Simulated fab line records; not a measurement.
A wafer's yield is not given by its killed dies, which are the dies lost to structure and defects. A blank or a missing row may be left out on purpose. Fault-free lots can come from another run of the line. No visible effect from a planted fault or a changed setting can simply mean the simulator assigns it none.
fab line records    flow gf180mcu    part 2 of 2: steps 31 to 39 of 39
record lots=5  wafers=15  lastDay=34
route steps=602 shown M2@378 V2@382 M3@409
lots with no fault: from the same line, run without faults
startH: start of the lot's first displayed wafer, in hours after the record's first day    waitH: hours from the lot's prior step to this one    " identical to the entry in the row above    L1.1+2: a row that stands for several wafers    - value missing, or start not given    * or withheld: withheld    < > ~ a bound
route shown NAME@n: names a module that has steps shown in the file, with the first one's number in the route    usual: mean/standard deviation of fault-free wafers    same: alike in all rows    chamber/n: place in a boat    sites: readings site by site    _std_site: standard deviation across them    _edge_site: outer sites' mean less inner sites'    radiusMm: for every site, how far away it sits from the centre of the wafer    mask NAME#n: copy n    behind: the last tool/chamber to shape the wafer    hold: reason for holding the lot/hours on hold/outcome of the hold    device: the n, p or np transistor that did not switch    end of line: the route-end tests of the same wafers    a step without rows: its recipe alone    killed: the dies lost at the first sort to structure and to defects; this is not the yield of the wafer    map: dies across one wafer; x = killed, . = not, _ = none there
set.NAME: the run value of the setting; set.NAME@STEP: its run value at that earlier step    model.NAME: the simulator's own value behind a step, which no gauge read
lots seen at some steps along the route; tables by step, rows by wafer
services: from which hour (startH, from the record's first day; less than 0 if before it) a tool's chamber was out of use, for how many hours, and why
## steps
# step GF_V2_CMP_26
# recipe stopOn=SiO2  downForcePsi=3.5  platenRpm=60  tOverpolishS=15  targetThkNm=0  padVelocityMS=0.94248
# usual headPressurePsi=3.499/0.0078  motorCurrentA=11.4/1.3  overpolishRunS=15.000/0.0082  timeToEndpointS=85.6/2.8
lot.wafer  tool    chamber  startH  waitH  headPressurePsi  motorCurrentA  overpolishRunS  timeToEndpointS
L081.1     cmp-01  0        541.77  0.2    3.498            11.6           14.993          80.7
L081.6     "       1        "       "      3.485            9.8            14.999          85.7
L081.5     "       2        "       "      3.502            10.4           15.008          84.0
L082.1     cmp-01  3        549.90  0.1    3.501            11.4           15.012          87.8
L082.4     "       1        "       "      3.502            10.1           15.011          86.0
L082.6     "       3        "       "      3.493            11.5           14.999          88.6
L091.2     cmp-01  1        618.57  0.0    3.486            10.1           14.994          81.3
L091.4     "       2        "       "      3.512            9.6            14.989          81.5
L091.6     "       2        "       "      3.501            9.9            14.992          81.0
L092.3     cmp-02  0        625.21  0.0    3.506            12.4           15.001          84.4
L092.2     "       3        "       "      3.484            13.5           15.014          89.1
L092.5     "       1        "       "      3.488            10.2           15.002          85.9
L095.4     cmp-02  2        648.47  0.0    3.508            12.4           15.016          83.6
L095.1     "       3        "       "      3.504            13.5           14.989          85.6
L095.2     "       1        "       "      3.498            10.3           14.987          87.8
# step GF_M3_SPUTTER_00
# recipe material=Ti  targetThkNm=37.5  arrivingIonEnergyEv=80  substrateTempC=200  chamberPressurePa=2  powerW=4000  timeS=150
# usual throttleValvePct=30.5/1.1
lot.wafer  tool           chamber  startH  waitH  throttleValvePct
L081.1     pvdSputter-03  -        541.92  0.1    29.9
L081.5     "              -        "       "      30.9
L081.6     "              -        "       "      30.0
L082.1     pvdSputter-04  -        550.15  0.2    29.9
L082.4     "              -        "       "      29.0
L082.6     "              -        "       "      30.9
L091.2     pvdSputter-03  -        618.87  0.2    30.0
L091.4     "              -        "       "      32.3
L091.6     "              -        "       "      32.1
L092.2     pvdSputter-02  -        625.51  0.1    30.8
L092.3     "              -        "       "      28.5
L092.5     "              -        "       "      30.4
L095.1     pvdSputter-04  -        648.77  0.2    29.9
L095.2     "              -        "       "      32.2
L095.4     "              -        "       "      28.8
# step GF_M3_SPUTTER_01
# recipe material=TiN  targetThkNm=30  powerW=6500  timeS=25  chamberPressurePa=0.4
# usual throttleValvePct=30.5/1
lot.wafer  tool           chamber  startH  waitH  throttleValvePct
L081.1     pvdSputter-03  -        542.02  0.1    29.9
L081.5     "              -        "       "      30.8
L081.6     "              -        "       "      30.2
L082.1     pvdSputter-04  -        550.25  0.1    29.9
L082.4     "              -        "       "      28.8
L082.6     "              -        "       "      30.7
L091.2     pvdSputter-03  -        618.97  0.1    30.1
L091.4     "              -        "       "      32.5
L091.6     "              -        "       "      32.1
L092.2     pvdSputter-02  -        625.61  0.1    30.7
L092.3     "              -        "       "      28.3
L092.5     "              -        "       "      30.0
L095.1     pvdSputter-04  -        648.87  0.1    29.8
L095.2     "              -        "       "      32.0
L095.4     "              -        "       "      29.0
# step GF_M3_SPUTTER_02
# recipe material=AlCu  targetThkNm=450  powerW=10600  timeS=23.9  chamberPressurePa=0.4
# usual throttleValvePct=30.5/1.1
lot.wafer  tool           chamber  startH  waitH  throttleValvePct
L081.1     pvdSputter-03  -        542.05  0.0    30.0
L081.5     "              -        "       "      30.9
L081.6     "              -        "       "      29.8
L082.1     pvdSputter-04  -        550.28  0.0    29.8
L082.4     "              -        "       "      28.8
L082.6     "              -        "       "      30.8
L091.2     pvdSputter-03  -        619.00  0.0    30.1
L091.4     "              -        "       "      32.4
L091.6     "              -        "       "      32.3
L092.2     pvdSputter-02  -        625.64  0.0    30.8
L092.3     "              -        "       "      28.4
L092.5     "              -        "       "      30.2
L095.1     pvdSputter-04  -        648.90  0.0    30.1
L095.2     "              -        "       "      32.0
L095.4     "              -        "       "      28.7
# step GF_M3_SPUTTER_03
# recipe material=Ti  targetThkNm=10  substrateTempC=300  chamberPressurePa=0.3  powerW=3000  timeS=6.7
# usual throttleValvePct=30.5/1.1
lot.wafer  tool           chamber  startH  waitH  throttleValvePct
L081.1     pvdSputter-03  -        542.08  0.0    29.8
L081.5     "              -        "       "      30.8
L081.6     "              -        "       "      30.1
L082.1     pvdSputter-04  -        550.31  0.0    29.8
L082.4     "              -        "       "      28.8
L082.6     "              -        "       "      30.5
L091.2     pvdSputter-03  -        619.03  0.0    29.7
L091.4     "              -        "       "      32.3
L091.6     "              -        "       "      32.3
L092.2     pvdSputter-02  -        625.67  0.0    30.9
L092.3     "              -        "       "      28.6
L092.5     "              -        "       "      30.1
L095.1     pvdSputter-04  -        648.93  0.0    29.9
L095.2     "              -        "       "      31.8
L095.4     "              -        "       "      28.7
# step GF_M3_SPUTTER_04
# recipe material=TiN  targetThkNm=50  powerW=6500  timeS=41.7  chamberPressurePa=0.4
# usual throttleValvePct=30.5/1.1
lot.wafer  tool           chamber  startH  waitH  throttleValvePct
L081.1     pvdSputter-03  -        542.10  0.0    30.0
L081.5     "              -        "       "      30.5
L081.6     "              -        "       "      30.0
L082.1     pvdSputter-04  -        550.33  0.0    29.8
L082.4     "              -        "       "      28.9
L082.6     "              -        "       "      30.6
L091.2     pvdSputter-03  -        619.06  0.0    29.8
L091.4     "              -        "       "      32.1
L091.6     "              -        "       "      32.3
L092.2     pvdSputter-02  -        625.69  0.0    30.6
L092.3     "              -        "       "      28.3
L092.5     "              -        "       "      30.0
L095.1     pvdSputter-04  -        648.95  0.0    29.9
L095.2     "              -        "       "      32.2
L095.4     "              -        "       "      28.8
# step GF_M3_RS_MEAS_05
# recipe thkMeasGauge=four-point-probe  reads=TiN_of_M3_SPUTTER_04+Ti_of_M3_SPUTTER_03+AlCu_of_M3_SPUTTER_02+TiN_of_M3_SPUTTER_01+Ti_of_M3_SPUTTER_00
# usual M3_ALCU_RS=0.0694/0.0005
lot.wafer  tool          chamber  startH  waitH  M3_ALCU_RS[ohm/sq]
L081.1     filmMetro-04  -        542.14  0.0    0.0685
L081.5     "             -        "       "      0.0685
L081.6     "             -        "       "      0.0687
L082.1     filmMetro-02  -        550.37  0.0    0.0686
L082.4     "             -        "       "      0.0696
L082.6     "             -        "       "      0.0696
L091.2     filmMetro-02  -        619.12  0.0    0.0704
L091.4     "             -        "       "      0.0706
L091.6     "             -        "       "      0.0703
L092.2     filmMetro-03  -        625.75  0.0    0.0692
L092.3     "             -        "       "      0.0694
L092.5     "             -        "       "      0.0690
L095.1     filmMetro-02  -        648.99  0.0    0.0691
L095.2     "             -        "       "      0.0694
L095.4     "             -        "       "      0.0693
# step GF_M3_THK_MEAS_06
# recipe thkMeasGauge=xrf  reads=AlCu_of_M3_SPUTTER_02
# usual M3_ALCU_THK=452/3.3
lot.wafer  tool          chamber  startH  waitH  M3_ALCU_THK[nm]
L081.1     filmMetro-04  -        542.26  0.1    458
L081.5     "             -        "       "      456
L081.6     "             -        "       "      457
L082.1     filmMetro-02  -        550.49  0.1    456
L082.4     "             -        "       "      451
L082.6     "             -        "       "      448
L091.2     filmMetro-02  -        619.23  0.1    447
L091.4     "             -        "       "      445
L091.6     "             -        "       "      446
L092.2     filmMetro-03  -        625.86  0.1    452
L092.3     "             -        "       "      450
L092.5     "             -        "       "      453
L095.1     filmMetro-02  -        649.11  0.1    454
L095.2     "             -        "       "      451
L095.4     "             -        "       "      453
# step GF_M3_DEHYDRATE_07
# recipe tempC=200  timeS=60
lot.wafer   tool           chamber  startH  waitH
L081.1+5+6  lithoTrack-04  0        553.99  11.7
L082.1+4+6  lithoTrack-03  0        560.93  10.4
L091.2+4+6  lithoTrack-04  0        629.16  9.9
L092.2+3+5  lithoTrack-04  0        634.86  9.0
L095.1+2+4  lithoTrack-04  0        657.79  8.7
## services
tool            chamber  startH  hours  kind
cmp-01          -        493.28  4.9    pm
hdpcvd-02       -        500.06  1.8    repair
rieDiel-03      1        500.34  3.8    repair
krfScanner-01   -        518.49  0.8    pm
pvdSputter-02   -        519.29  2.9    repair
pvdSputter-03   -        527.32  0.7    repair
hdpcvd-02       -        530.25  0.8    pm
hdpcvd-02       -        539.25  15.0   pm
plasmaAsher-02  -        558.75  13.8   repair
cvdW-02         1        566.96  10.1   repair
plasmaAsher-02  -        572.34  3.2    repair
cmp-01          -        576.21  0.5    repair
hdpcvd-02       0        579.09  14.9   repair
rieDiel-03      2        580.27  5.9    repair
cvdW-02         -        590.53  2.3    repair
plasmaAsher-01  -        595.13  13.3   repair
cmp-01          -        606.48  5.7    pm
rieDiel-03      1        610.34  3.2    repair
pvdSputter-03   -        614.24  4.2    repair
pvdSputter-03   -        619.59  3.2    repair
krfScanner-01   -        637.28  3.6    pm
krfScanner-01   -        647.72  1.3    pm
cmp-01          -        654.78  1.3    repair
krfScanner-01   -        656.86  1.0    pm
